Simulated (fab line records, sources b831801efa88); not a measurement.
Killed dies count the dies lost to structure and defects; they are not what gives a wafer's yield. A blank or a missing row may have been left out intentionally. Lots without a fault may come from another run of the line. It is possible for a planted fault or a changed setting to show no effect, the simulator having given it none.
Chamber matching || flow gf180mcu || GF_M4_STRIP_18 on wet-bench-02: 4 sister chambers
The step strips in post etch residue remover, time 1200 s. 14 wafers are shown with their chamber, then 7 later ones without.

EACH WAFER AND ITS CHAMBER
{"wafer": "L774.3", "chamber": 2, "bath-guard-temp-C (C)": 73.5, "bath-heat-duty-pct (%)": 16.1}
{"wafer": "L774.4", "chamber": 2, "bath-guard-temp-C (C)": 73.2, "bath-heat-duty-pct (%)": 16.9}
{"wafer": "L774.6", "chamber": 2, "bath-guard-temp-C (C)": 73.3, "bath-heat-duty-pct (%)": 14.5}
{"wafer": "L786.1", "chamber": 3, "bath-guard-temp-C (C)": 72.5, "bath-heat-duty-pct (%)": 13.0}
{"wafer": "L786.3", "chamber": 3, "bath-guard-temp-C (C)": 72.4, "bath-heat-duty-pct (%)": 13.8}
{"wafer": "L786.4", "chamber": 3, "bath-guard-temp-C (C)": 72.1, "bath-heat-duty-pct (%)": 12.2}
{"wafer": "L787.1", "chamber": 0, "bath-guard-temp-C (C)": 71.8, "bath-heat-duty-pct (%)": 12.2}
{"wafer": "L787.2", "chamber": 0, "bath-guard-temp-C (C)": 71.7, "bath-heat-duty-pct (%)": 14.1}
{"wafer": "L787.5", "chamber": 0, "bath-guard-temp-C (C)": 72.1, "bath-heat-duty-pct (%)": 14.7}
{"wafer": "L788.2", "chamber": 1, "bath-guard-temp-C (C)": 73.0, "bath-heat-duty-pct (%)": 14.9}
{"wafer": "L788.5", "chamber": 1, "bath-guard-temp-C (C)": 73.4, "bath-heat-duty-pct (%)": 15.9}
{"wafer": "L788.6", "chamber": 1, "bath-guard-temp-C (C)": 73.3, "bath-heat-duty-pct (%)": 16.9}
{"wafer": "L789.2", "chamber": 0, "bath-guard-temp-C (C)": 72.1, "bath-heat-duty-pct (%)": 13.5}
{"wafer": "L789.4", "chamber": 0, "bath-guard-temp-C (C)": 72.5, "bath-heat-duty-pct (%)": 13.4}

SIGNATURES (averages over the wafers above)
{"reading": "bath-guard-temp-C", "chamber 0": 72.040, "chamber 1": 73.233, "chamber 2": 73.333, "chamber 3": 72.333, "scatter within a chamber": 0.247}
{"reading": "bath-heat-duty-pct", "chamber 0": 13.580, "chamber 1": 15.900, "chamber 2": 15.833, "chamber 3": 13.000, "scatter within a chamber": 0.987}
Rule: a wafer's distance from a chamber is the root of the sum, over the readings, of the square of ((its reading less the chamber's mean) divided by the reading's scatter). If the next closest chamber is less than 2 further off than the closest, the wafer can't be placed; otherwise it belongs to the closest. The scatter: the root of (the sum of the squares of (reading less its chamber's mean) over the shown wafers, divided by (wafers less chambers)).

WAFERS WITH NO CHAMBER GIVEN
{"wafer": "L789.6", "bath-guard-temp-C (C)": 72.1, "bath-heat-duty-pct (%)": 13.7}
{"wafer": "L793.2", "bath-guard-temp-C (C)": 72.0, "bath-heat-duty-pct (%)": 13.4}
{"wafer": "L793.3", "bath-guard-temp-C (C)": 72.0, "bath-heat-duty-pct (%)": 12.9}
{"wafer": "L793.6", "bath-guard-temp-C (C)": 72.0, "bath-heat-duty-pct (%)": 13.9}
{"wafer": "L795.3", "bath-guard-temp-C (C)": 71.8, "bath-heat-duty-pct (%)": 13.5}
{"wafer": "L795.5", "bath-guard-temp-C (C)": 72.4, "bath-heat-duty-pct (%)": 14.9}
{"wafer": "L795.6", "bath-guard-temp-C (C)": 71.9, "bath-heat-duty-pct (%)": 13.5}

CHAMBER TAKEN BY EACH
{"wafer": "L789.6", "from the rows above": "can't be placed: 0 or 3", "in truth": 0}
{"wafer": "L793.2", "from the rows above": "can't be placed: 0 or 3", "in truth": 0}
{"wafer": "L793.3", "from the rows above": "can't be placed: 0 or 3", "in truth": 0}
{"wafer": "L793.6", "from the rows above": "can't be placed: 0 or 3", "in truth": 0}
{"wafer": "L795.3", "from the rows above": "can't be placed: 0 or 3", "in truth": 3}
{"wafer": "L795.5", "from the rows above": "can't be placed: 3 or 0 or 1 or 2", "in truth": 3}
{"wafer": "L795.6", "from the rows above": "can't be placed: 0 or 3", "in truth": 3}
0 of 7 placed correctly. Can't be placed from these rows: 7 (the true chamber is among the candidates in 7). Number placed wrongly: 0.
